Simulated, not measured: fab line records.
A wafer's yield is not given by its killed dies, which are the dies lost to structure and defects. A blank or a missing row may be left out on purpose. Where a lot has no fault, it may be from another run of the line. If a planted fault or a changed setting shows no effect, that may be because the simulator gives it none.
Comparing a struck lot with a sound one    flow sky130    43 steps out of a route of 708
Sound: these wafers, L207.1, L207.4, L207.6. Wafers struck: L223.1, L223.2, L223.5. Last of all comes the cause.
At each step with rows: each side's tool, then ch and its chambers, then its first start. Under that, the readings that differ: sound wafers    struck wafers    difference of the means    sigmas: that difference in standard deviations of wafers without a fault.
alike: readings with means less than 2 such deviations apart, plus words and numbers identical on both sides. not compared: withheld readings, readings lacking a value on some wafer, bounds such as >300 that could conceal the same value, and numbers that have no deviation in the record and whose values overlap.
A row with sigmas, a row that says differs or no value, or rows on one side alone: a step with any of these is where the two part. Numbers that have no deviation but don't overlap get no sigmas and don't part them. A reading missing from all wafers of one side parts the sides only when that side holds two or more wafers.

first, 6 steps without rows for these wafers: SKY_SONOS_TUNNEL_HMDS_01 (prime time 60 s); SKY_SONOS_TUNNEL_COAT_02 (resist thk 1140 nm); SKY_SONOS_TUNNEL_SOFTBAKE_03 (time 60 s); SKY_SONOS_TUNNEL_EXPOSE_04 (exposes mask TUNM, target cd 410 nm); SKY_SONOS_TUNNEL_PEB_05; SKY_SONOS_TUNNEL_DEVELOP_06 (develop time 60 s).
SKY_SONOS_TUNNEL_CD_MEAS_07: the cd target is 410 nm.
  sound on cd-sem-01 at day 12 11:14; struck on cd-sem-01 at day 17 19:17
  alike: cd-nm
SKY_SONOS_TUNNEL_OVL_MEAS_08:
  sound on overlay-01 at day 12 11:22; struck on overlay-02 at day 17 19:25
  alike: SONOS_TUNNEL_OVL
then, 3 steps without rows for these wafers: SKY_SONOS_TUNNEL_IMPLANT_09; SKY_SONOS_TUNNEL_WET_ETCH_10 (etches SiO2 in dHF, target depth 14 nm, time 280 s); SKY_SONOS_TUNNEL_STRIP_11 (strips in SPM, time 600 s).
SKY_SONOS_TUNNEL_TW_MEAS_12:
  sound on film-metro-04 at day 12 11:49; struck on film-metro-03 at day 17 19:53
reading          sound              struck             difference  sigmas
SONOS_TUNNEL_TW  201.2 200.5 200.2  194.8 194.5 195.5  -5.7        -2
SKY_SONOS_TUNNEL_CLEAN_13: cleans in dHF, time 20 s.
  sound on wet-bench-02 ch 2, day 12 11:52; struck on wet-bench-04 ch 2, day 17 19:56
then, 1 step without rows for these wafers: SKY_SONOS_ONO_OXIDATION_00 (stabilise 600 s, purge 300 s, target thk 2.6 nm).
SKY_SONOS_ONO_THK_MEAS_01:
  sound on film-metro-02 at day 12 14:52; struck on film-metro-04 at day 17 22:22
  alike: SONOS_ONO_OXIDATION_THK
then, 1 step without rows for these wafers: SKY_SONOS_ONO_CVD_02 (deposits Si3N4 from DCS/NH3, target thk 10.5 nm, time 180 s).
SKY_SONOS_ONO_THK_MEAS_03:
  sound on film-metro-02 at day 12 16:41; struck on film-metro-02 at day 17 23:28
reading                    sound              struck             difference  sigmas
SONOS_ONO_CVD_02_THK (nm)  10.06 10.27 10.37  10.68 10.72 10.74  +0.48       +4
then, 1 step without rows for these wafers: SKY_SONOS_ONO_CVD_04 (deposits SiO2 from SiH4/N2O, target thk 5.7199 nm).
SKY_SONOS_ONO_THK_MEAS_05:
  sound on film-metro-04 at day 12 18:00; struck on film-metro-01 at day 18 00:47
  alike: SONOS_ONO_CVD_04_THK
then, 7 steps without rows for these wafers: SKY_SONOS_ONO_DEHYDRATE_06 (time 60 s); SKY_SONOS_ONO_HMDS_07 (prime time 60 s); SKY_SONOS_ONO_COAT_08 (resist thk 1140 nm); SKY_SONOS_ONO_SOFTBAKE_09 (time 60 s); SKY_SONOS_ONO_EXPOSE_10 (exposes mask ONOM, target cd 410 nm); SKY_SONOS_ONO_PEB_11; SKY_SONOS_ONO_DEVELOP_12 (develop time 60 s).
SKY_SONOS_ONO_CD_MEAS_13: the cd target is 410 nm.
  sound on cd-sem-02 at day 13 18:59; struck on cd-sem-01 at day 19 06:15
  alike: cd-nm
SKY_SONOS_ONO_OVL_MEAS_14:
  sound on overlay-01 at day 13 19:06; struck on overlay-02 at day 19 06:22
  alike: SONOS_ONO_OVL
SKY_SONOS_ONO_ETCH_15: etches the open film in CHF3/O2, target depth 19.52 nm, time 7.8 s.
  sound on rie-diel-01 ch 0,1, day 13 19:08; struck on rie-diel-01 ch 0,3, day 19 06:25
  alike: drypump-motor-current-A, oes-product-au, throttle-valve-pct
  not compared: rf-hours-counter-h
then, 1 step without rows for these wafers: SKY_SONOS_ONO_WET_ETCH_16 (etches SiO2 in dHF, target depth 14 nm, time 280 s).
SKY_SONOS_ONO_STRIP_17: strips in O2/N2.
  sound on plasma-asher-02 ch 0, day 13 19:15; struck on plasma-asher-03 ch 0,1, day 19 06:31
  alike: drypump-motor-current-A, oes-product-au, strip-time-to-endpoint-s
  not compared: rf-hours-counter-h
then, 3 steps without rows for these wafers: SKY_SONOS_ONO_WET_ETCH_18 (etches Si3N4 in H3PO4, target depth 15 nm, time 172 s); SKY_GATE_OXIDE_CLEAN_00 (cleans in SC1/SC2, time 150 s); SKY_GATE_OXIDE_OXIDATION_01 (stabilise 600 s, purge 300 s, target thk 10.268 nm).
SKY_GATE_OXIDE_THK_MEAS_02:
  sound on film-metro-01 at day 13 23:07; struck on film-metro-03 at day 19 09:31
  alike: GATE_OXIDE_OXIDATION_00_THK
then, 7 steps without rows for these wafers: SKY_GATE_OXIDE_DEHYDRATE_03 (time 60 s); SKY_GATE_OXIDE_HMDS_04 (prime time 60 s); SKY_GATE_OXIDE_COAT_05 (resist thk 1140 nm); SKY_GATE_OXIDE_SOFTBAKE_06 (time 60 s); SKY_GATE_OXIDE_EXPOSE_07 (exposes mask LVOM, target cd 600 nm); SKY_GATE_OXIDE_PEB_08; SKY_GATE_OXIDE_DEVELOP_09 (develop time 60 s).
-- the record jumps here: 31 days lie between the struck wafers' starts before and after (it left off in module GATE_OXIDE and takes up again in module PAD_OPEN, whose first step shown is number 708 of the route) --
SKY_PAD_OPEN_PROBE_99:
  sound on prober-01 at day 46 23:13; struck on prober-02 at day 50 09:14
reading                                        sound            struck                   difference  sigmas
killed_at_M4_up                                10 7             4 3 3                    -5          -2
killed-at-other                                2 1              0 0 0                    -2          -3
model.etest.cap-ono.gate-bv-v (V)              15.97 16.03      15.03 15.26 15.55        -0.72       
model.etest.diode-nwell-sub.leak-log10-a-cm2   -7.148 -7.329    -6.729 -7.104 -6.968     +0.305      
model.etest.diode-dnwell-sub.leak-log10-a-cm2  -7.325 -7.582    -6.745 -6.968 -6.885     +0.588      
model.etest.nfet_16v.off-log10-a-um            -13.9 -13.9      -13.89 -13.69 -13.75     +0.12       
model.etest.sonos-baked.vt-less-v (V)          -0.4859 -0.5252  -0.6367 -0.5618 -0.5934  -0.0918     
  alike: killed_at_M0_to_M3, killed-at-contacts, killed-at-front-end, killed-dies, killed-on-rim, killed-open, killed-short
  not compared: model.etest.diode-pwell-dnwell.leak-log10-a-cm2

## WHERE THEY PART
Last at SKY_PAD_OPEN_PROBE_99 as far as this record goes, first at SKY_SONOS_TUNNEL_TW_MEAS_12.

WHY: the cause the simulator had injected
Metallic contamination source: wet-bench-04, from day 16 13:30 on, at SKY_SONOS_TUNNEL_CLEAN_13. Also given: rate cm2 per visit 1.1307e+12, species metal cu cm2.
